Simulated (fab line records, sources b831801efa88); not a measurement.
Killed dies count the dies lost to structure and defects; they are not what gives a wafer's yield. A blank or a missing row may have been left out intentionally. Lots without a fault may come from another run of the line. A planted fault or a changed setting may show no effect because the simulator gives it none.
What tool caused it? / flow sky130 / Sampling: 24 lots, 72 wafers, 4 of 708 route steps

== WHAT EACH GAUGE READ, for each wafer ==
SKY_LOCAL_INTERCONNECT_THK_MEAS_02: measures by xrf.
lot=L074; measured=day 30 15:41; on=film_metro-04; LOCAL_INTERCONNECT_TIN_THK (nm)=100.3 98.0 101.2
lot=L075; measured=day 30 14:52; on=film_metro-04; LOCAL_INTERCONNECT_TIN_THK (nm)=99.5 100.1 100.4
lot=L076; measured=day 30 12:53; on=film_metro-04; LOCAL_INTERCONNECT_TIN_THK (nm)=99.7 101.4 100.3
lot=L077; measured=day 30 20:18; on=film_metro-04; LOCAL_INTERCONNECT_TIN_THK (nm)=101.7 100.0 100.8
lot=L078; measured=day 30 18:20; on=film_metro-04; LOCAL_INTERCONNECT_TIN_THK (nm)=101.1 99.8 100.7
lot=L079; measured=day 30 19:21; on=film_metro-04; LOCAL_INTERCONNECT_TIN_THK (nm)=99.8 99.3 100.0
lot=L080; measured=day 31 08:05; on=film_metro-04; LOCAL_INTERCONNECT_TIN_THK (nm)=100.2 102.5 100.4
lot=L081; measured=day 31 09:19; on=film_metro-02; LOCAL_INTERCONNECT_TIN_THK (nm)=99.7 100.6 99.7
lot=L082; measured=day 32 06:55; on=film_metro-03; LOCAL_INTERCONNECT_TIN_THK (nm)=100.0 102.2 101.8
lot=L083; measured=day 32 04:11; on=film_metro-02; LOCAL_INTERCONNECT_TIN_THK (nm)=99.7 100.6 99.8
lot=L084; measured=day 33 11:58; on=film_metro-02; LOCAL_INTERCONNECT_TIN_THK (nm)=101.6 102.0 101.9
lot=L085; measured=day 33 09:32; on=film_metro-02; LOCAL_INTERCONNECT_TIN_THK (nm)=100.3 100.7 100.8
lot=L086; measured=day 33 18:33; on=film_metro-03; LOCAL_INTERCONNECT_TIN_THK (nm)=100.5 100.4 100.2
lot=L087; measured=day 33 17:17; on=film_metro-03; LOCAL_INTERCONNECT_TIN_THK (nm)=101.7 102.5 101.6
lot=L088; measured=day 34 10:34; on=film_metro-03; LOCAL_INTERCONNECT_TIN_THK (nm)=102.1 100.7 101.3
lot=L089; measured=day 34 07:32; on=film_metro-02; LOCAL_INTERCONNECT_TIN_THK (nm)=101.2 100.7 100.5
lot=L090; measured=day 34 07:39; on=film_metro-03; LOCAL_INTERCONNECT_TIN_THK (nm)=100.5 101.0 99.6
lot=L091; measured=day 34 19:38; on=film_metro-04; LOCAL_INTERCONNECT_TIN_THK (nm)=100.9 100.3 102.4
lot=L092; measured=day 34 15:37; on=film_metro-04; LOCAL_INTERCONNECT_TIN_THK (nm)=100.1 100.4 100.3
lot=L093; measured=day 35 16:35; on=film_metro-02; LOCAL_INTERCONNECT_TIN_THK (nm)=103.8 101.8 102.4
lot=L094; measured=day 36 02:32; on=film_metro-02; LOCAL_INTERCONNECT_TIN_THK (nm)=100.9 99.2 99.3
lot=L095; measured=day 36 01:53; on=film_metro-02; LOCAL_INTERCONNECT_TIN_THK (nm)=101.0 101.9 100.9
lot=L096; measured=day 36 02:14; on=film_metro-02; LOCAL_INTERCONNECT_TIN_THK (nm)=102.5 101.5 101.2
lot=L097; measured=day 36 04:26; on=film_metro-03; LOCAL_INTERCONNECT_TIN_THK (nm)=101.0 101.7 101.6

SKY_CONTACT_CD_MEAS_14 targets a cd of 170 nm.
lot=L074; measured=day 32 23:29; on=cd_sem-01; cd_nm (nm)=172.9 171.8 173.7
lot=L075; measured=day 32 22:10; on=cd_sem-01; cd_nm (nm)=170.3 167.8 169.7
lot=L076; measured=day 32 21:29; on=cd_sem-02; cd_nm (nm)=170.0 170.8 168.6
lot=L077; measured=day 33 02:44; on=cd_sem-02; cd_nm (nm)=170.9 170.1 170.0
lot=L078; measured=day 33 01:36; on=cd_sem-01; cd_nm (nm)=168.5 166.7 167.1
lot=L079; measured=day 33 02:17; on=cd_sem-02; cd_nm (nm)=168.6 169.0 167.2
lot=L080; measured=day 33 15:26; on=cd_sem-01; cd_nm (nm)=169.3 170.7 170.5
lot=L081; measured=day 33 15:38; on=cd_sem-02; cd_nm (nm)=169.7 170.6 169.8
lot=L082; measured=day 34 13:17; on=cd_sem-02; cd_nm (nm)=167.9 170.6 169.8
lot=L083; measured=day 34 10:32; on=cd_sem-01; cd_nm (nm)=169.1 168.8 169.4
lot=L084; measured=day 35 19:05; on=cd_sem-01; cd_nm (nm)=171.6 169.9 171.9
lot=L085; measured=day 35 18:26; on=cd_sem-01; cd_nm (nm)=170.6 171.8 171.6
lot=L086; measured=day 35 21:56; on=cd_sem-01; cd_nm (nm)=169.7 170.3 169.1
lot=L087; measured=day 35 20:03; on=cd_sem-02; cd_nm (nm)=168.3 170.3 168.6
lot=L088; measured=day 36 21:20; on=cd_sem-01; cd_nm (nm)=168.2 170.0 169.3
lot=L089; measured=day 36 20:34; on=cd_sem-01; cd_nm (nm)=171.2 171.8 171.7
lot=L090; measured=day 36 20:40; on=cd_sem-02; cd_nm (nm)=170.5 170.3 170.1
lot=L091; measured=day 36 23:41; on=cd_sem-02; cd_nm (nm)=168.8 167.7 167.9
lot=L092; measured=day 36 22:41; on=cd_sem-01; cd_nm (nm)=166.9 167.2 167.7
lot=L093; measured=day 37 21:31; on=cd_sem-01; cd_nm (nm)=170.0 168.8 169.5
lot=L094; measured=day 38 06:54; on=cd_sem-02; cd_nm (nm)=170.5 171.6 169.9
lot=L095; measured=day 38 05:55; on=cd_sem-01; cd_nm (nm)=171.0 171.0 170.2
lot=L096; measured=day 38 06:34; on=cd_sem-02; cd_nm (nm)=171.7 172.0 170.0
lot=L097; measured=day 38 09:32; on=cd_sem-01; cd_nm (nm)=171.5 169.6 169.1

== WHAT TOOL EACH LOT RAN ON (gives the tool, then ch and the chambers of the sampled wafers, and finally the start) ==
lot=L074; SKY_FIELD_ISO_STRIP_16=plasma_asher-02 ch 1, day 2 05:17; SKY_LI_CONTACT_ETCH_15=rie_diel-03 ch 0,1, day 30 14:22
lot=L075; SKY_FIELD_ISO_STRIP_16=plasma_asher-03 ch 0,1, day 2 11:57; SKY_LI_CONTACT_ETCH_15=rie_diel-02 ch 0,1,2, day 30 13:34
lot=L076; SKY_FIELD_ISO_STRIP_16=plasma_asher-02 ch 0,1, day 2 17:39; SKY_LI_CONTACT_ETCH_15=rie_diel-04 ch 0,1,2, day 30 11:34
lot=L077; SKY_FIELD_ISO_STRIP_16=plasma_asher-03 ch 0,1, day 2 20:23; SKY_LI_CONTACT_ETCH_15=rie_diel-04 ch 1,2, day 30 18:58
lot=L078; SKY_FIELD_ISO_STRIP_16=plasma_asher-03 ch 0,1, day 3 04:32; SKY_LI_CONTACT_ETCH_15=rie_diel-04 ch 0,2, day 30 17:01
lot=L079; SKY_FIELD_ISO_STRIP_16=plasma_asher-02 ch 0, day 3 08:09; SKY_LI_CONTACT_ETCH_15=rie_diel-03 ch 1,3, day 30 18:01
lot=L080; SKY_FIELD_ISO_STRIP_16=plasma_asher-04 ch 0,1, day 3 14:35; SKY_LI_CONTACT_ETCH_15=rie_diel-03 ch 0,1,2, day 31 06:43
lot=L081; SKY_FIELD_ISO_STRIP_16=plasma_asher-02 ch 0,1, day 3 19:05; SKY_LI_CONTACT_ETCH_15=rie_diel-03 ch 1,2, day 31 08:01
lot=L082; SKY_FIELD_ISO_STRIP_16=plasma_asher-03 ch 0,1, day 3 22:51; SKY_LI_CONTACT_ETCH_15=rie_diel-04 ch 0,1, day 32 05:37
lot=L083; SKY_FIELD_ISO_STRIP_16=plasma_asher-03 ch 0,1, day 4 03:26; SKY_LI_CONTACT_ETCH_15=rie_diel-02 ch 1,3, day 32 02:52
lot=L084; SKY_FIELD_ISO_STRIP_16=plasma_asher-03 ch 0,1, day 4 10:48; SKY_LI_CONTACT_ETCH_15=rie_diel-04 ch 0,3, day 33 10:37
lot=L085; SKY_FIELD_ISO_STRIP_16=plasma_asher-02 ch 0,1, day 4 13:33; SKY_LI_CONTACT_ETCH_15=rie_diel-03 ch 0,2, day 33 08:13
lot=L086; SKY_FIELD_ISO_STRIP_16=plasma_asher-03 ch 0,1, day 4 19:56; SKY_LI_CONTACT_ETCH_15=rie_diel-02 ch 1,2,3, day 33 17:13
lot=L087; SKY_FIELD_ISO_STRIP_16=plasma_asher-04 ch 0,1, day 5 05:23; SKY_LI_CONTACT_ETCH_15=rie_diel-04 ch 0,3, day 33 15:58
lot=L088; SKY_FIELD_ISO_STRIP_16=plasma_asher-03 ch 0,1, day 5 08:59; SKY_LI_CONTACT_ETCH_15=rie_diel-04 ch 0,1,2, day 34 09:16
lot=L089; SKY_FIELD_ISO_STRIP_16=plasma_asher-03 ch 0,1, day 5 11:06; SKY_LI_CONTACT_ETCH_15=rie_diel-04 ch 0,1, day 34 06:13
lot=L090; SKY_FIELD_ISO_STRIP_16=plasma_asher-04 ch 0,1, day 5 18:23; SKY_LI_CONTACT_ETCH_15=rie_diel-03 ch 1,2, day 34 06:16
lot=L091; SKY_FIELD_ISO_STRIP_16=plasma_asher-04 ch 0,1, day 5 21:53; SKY_LI_CONTACT_ETCH_15=rie_diel-02 ch 0,1, day 34 18:19
lot=L092; SKY_FIELD_ISO_STRIP_16=plasma_asher-02 ch 0,1, day 6 04:51; SKY_LI_CONTACT_ETCH_15=rie_diel-03 ch 0,1,2, day 34 14:19
lot=L093; SKY_FIELD_ISO_STRIP_16=plasma_asher-02 ch 0, day 6 07:47; SKY_LI_CONTACT_ETCH_15=rie_diel-03 ch 1,2,3, day 35 15:16
lot=L094; SKY_FIELD_ISO_STRIP_16=plasma_asher-02 ch 0,1, day 6 14:15; SKY_LI_CONTACT_ETCH_15=rie_diel-02 ch 0,3, day 36 01:13
lot=L095; SKY_FIELD_ISO_STRIP_16=plasma_asher-02 ch 0,1, day 6 18:56; SKY_LI_CONTACT_ETCH_15=rie_diel-03 ch 1,2, day 36 00:34
lot=L096; SKY_FIELD_ISO_STRIP_16=plasma_asher-03 ch 0,1, day 6 23:46; SKY_LI_CONTACT_ETCH_15=rie_diel-03 ch 0,1,3, day 36 00:55
lot=L097; SKY_FIELD_ISO_STRIP_16=plasma_asher-02 ch 0,1, day 7 04:23; SKY_LI_CONTACT_ETCH_15=rie_diel-02 ch 0,1, day 36 03:07
- SKY_FIELD_ISO_STRIP_16: strips in O2/N2.
- SKY_LI_CONTACT_ETCH_15: etches PSG in C4F8/O2/Ar, stops on Si, target depth 600 nm.

== AS READ BY THE TOOLS THEMSELVES (means over the sampled wafers that have a number; for cases with no such wafer, the mark the record gives instead) ==
SKY_FIELD_ISO_STRIP_16.
lot=L074; tool=plasma_asher-02; drypump_motor_current_A (A)=6.2; oes_product_au (a.u.)=0.374; strip_time_to_endpoint_s (s)=3.530
lot=L075; tool=plasma_asher-03; drypump_motor_current_A (A)=5.5; oes_product_au (a.u.)=0.382; strip_time_to_endpoint_s (s)=3.540
lot=L076; tool=plasma_asher-02; drypump_motor_current_A (A)=5.6; oes_product_au (a.u.)=0.378; strip_time_to_endpoint_s (s)=3.577
lot=L077; tool=plasma_asher-03; drypump_motor_current_A (A)=5.8; oes_product_au (a.u.)=0.377; strip_time_to_endpoint_s (s)=3.569
lot=L078; tool=plasma_asher-03; drypump_motor_current_A (A)=5.5; oes_product_au (a.u.)=0.382; strip_time_to_endpoint_s (s)=3.545
lot=L079; tool=plasma_asher-02; drypump_motor_current_A (A)=5.3; oes_product_au (a.u.)=0.376; strip_time_to_endpoint_s (s)=3.577
lot=L080; tool=plasma_asher-04; drypump_motor_current_A (A)=5.7; oes_product_au (a.u.)=0.379; strip_time_to_endpoint_s (s)=3.595
lot=L081; tool=plasma_asher-02; drypump_motor_current_A (A)=5.6; oes_product_au (a.u.)=0.380; strip_time_to_endpoint_s (s)=3.602
lot=L082; tool=plasma_asher-03; drypump_motor_current_A (A)=5.5; oes_product_au (a.u.)=0.376; strip_time_to_endpoint_s (s)=3.560
lot=L083; tool=plasma_asher-03; drypump_motor_current_A (A)=5.5; oes_product_au (a.u.)=0.377; strip_time_to_endpoint_s (s)=3.562
lot=L084; tool=plasma_asher-03; drypump_motor_current_A (A)=5.6; oes_product_au (a.u.)=0.377; strip_time_to_endpoint_s (s)=3.551
lot=L085; tool=plasma_asher-02; drypump_motor_current_A (A)=5.9; oes_product_au (a.u.)=0.382; strip_time_to_endpoint_s (s)=3.574
lot=L086; tool=plasma_asher-03; drypump_motor_current_A (A)=5.8; oes_product_au (a.u.)=0.377; strip_time_to_endpoint_s (s)=3.549
lot=L087; tool=plasma_asher-04; drypump_motor_current_A (A)=5.7; oes_product_au (a.u.)=0.376; strip_time_to_endpoint_s (s)=3.568
lot=L088; tool=plasma_asher-03; drypump_motor_current_A (A)=5.5; oes_product_au (a.u.)=0.379; strip_time_to_endpoint_s (s)=3.560
lot=L089; tool=plasma_asher-03; drypump_motor_current_A (A)=5.8; oes_product_au (a.u.)=0.377; strip_time_to_endpoint_s (s)=3.530
lot=L090; tool=plasma_asher-04; drypump_motor_current_A (A)=5.9; oes_product_au (a.u.)=0.377; strip_time_to_endpoint_s (s)=3.541
lot=L091; tool=plasma_asher-04; drypump_motor_current_A (A)=5.9; oes_product_au (a.u.)=0.378; strip_time_to_endpoint_s (s)=3.555
lot=L092; tool=plasma_asher-02; drypump_motor_current_A (A)=5.9; oes_product_au (a.u.)=0.378; strip_time_to_endpoint_s (s)=3.560
lot=L093; tool=plasma_asher-02; drypump_motor_current_A (A)=5.3; oes_product_au (a.u.)=0.380; strip_time_to_endpoint_s (s)=3.531
lot=L094; tool=plasma_asher-02; drypump_motor_current_A (A)=5.9; oes_product_au (a.u.)=0.378; strip_time_to_endpoint_s (s)=3.556
lot=L095; tool=plasma_asher-02; drypump_motor_current_A (A)=5.6; oes_product_au (a.u.)=0.381; strip_time_to_endpoint_s (s)=3.562
lot=L096; tool=plasma_asher-03; drypump_motor_current_A (A)=5.8; oes_product_au (a.u.)=0.381; strip_time_to_endpoint_s (s)=3.554
lot=L097; tool=plasma_asher-02; drypump_motor_current_A (A)=5.9; oes_product_au (a.u.)=0.377; strip_time_to_endpoint_s (s)=3.556

SKY_LI_CONTACT_ETCH_15.
lot=L074; tool=rie_diel-03; oes_product_au (a.u.)=0.837; rf_fwd_power_W (W)=1490
lot=L075; tool=rie_diel-02; oes_product_au (a.u.)=0.838; rf_fwd_power_W (W)=1492
lot=L076; tool=rie_diel-04; oes_product_au (a.u.)=0.839; rf_fwd_power_W (W)=1494
lot=L077; tool=rie_diel-04; oes_product_au (a.u.)=0.837; rf_fwd_power_W (W)=1495
lot=L078; tool=rie_diel-04; oes_product_au (a.u.)=0.837; rf_fwd_power_W (W)=1496
lot=L079; tool=rie_diel-03; oes_product_au (a.u.)=0.839; rf_fwd_power_W (W)=1495
lot=L080; tool=rie_diel-03; oes_product_au (a.u.)=0.833; rf_fwd_power_W (W)=1492
lot=L081; tool=rie_diel-03; oes_product_au (a.u.)=0.836; rf_fwd_power_W (W)=1489
lot=L082; tool=rie_diel-04; oes_product_au (a.u.)=0.839; rf_fwd_power_W (W)=1498
lot=L083; tool=rie_diel-02; oes_product_au (a.u.)=0.839; rf_fwd_power_W (W)=1495
lot=L084; tool=rie_diel-04; oes_product_au (a.u.)=0.834; rf_fwd_power_W (W)=1497
lot=L085; tool=rie_diel-03; oes_product_au (a.u.)=0.843; rf_fwd_power_W (W)=1491
lot=L086; tool=rie_diel-02; oes_product_au (a.u.)=0.839; rf_fwd_power_W (W)=1490
lot=L087; tool=rie_diel-04; oes_product_au (a.u.)=0.839; rf_fwd_power_W (W)=1494
lot=L088; tool=rie_diel-04; oes_product_au (a.u.)=0.840; rf_fwd_power_W (W)=1495
lot=L089; tool=rie_diel-04; oes_product_au (a.u.)=0.838; rf_fwd_power_W (W)=1498
lot=L090; tool=rie_diel-03; oes_product_au (a.u.)=0.837; rf_fwd_power_W (W)=1489
lot=L091; tool=rie_diel-02; oes_product_au (a.u.)=0.837; rf_fwd_power_W (W)=1490
lot=L092; tool=rie_diel-03; oes_product_au (a.u.)=0.831; rf_fwd_power_W (W)=1486
lot=L093; tool=rie_diel-03; oes_product_au (a.u.)=0.835; rf_fwd_power_W (W)=1488
lot=L094; tool=rie_diel-02; oes_product_au (a.u.)=0.838; rf_fwd_power_W (W)=1492
lot=L095; tool=rie_diel-03; oes_product_au (a.u.)=0.837; rf_fwd_power_W (W)=1490
lot=L096; tool=rie_diel-03; oes_product_au (a.u.)=0.837; rf_fwd_power_W (W)=1494
lot=L097; tool=rie_diel-02; oes_product_au (a.u.)=0.838; rf_fwd_power_W (W)=1492

== THE ANSWER, worked out from the rows above alone ==
Rule: what is usual is taken from the lots themselves. Put in order of their means at a reading, lots are off if they are a third of the lots or fewer, leave a main group of 4 or more, and stand apart from it by a gap of 3 or more times the standard deviation of the main group's means; of several such gaps the widest counts. The tables above print the reading to a certain number of digits; a main group whose means all agree to those digits is not used. A lot without any number at a reading at which 4 lots or more have one is off too. Where the step has rows for the other lots, those lots are counted as sound. First the gauges in route order, then the tools' own readings, where a lot's mean is used as printed above. At the first step where some lot is off, the reading lying furthest off is the one used; lots without a number count as furthest.
Nothing can be told from this: no lot is off at any reading shown.

== WHAT THE SIMULATOR HAD PUT IN ==
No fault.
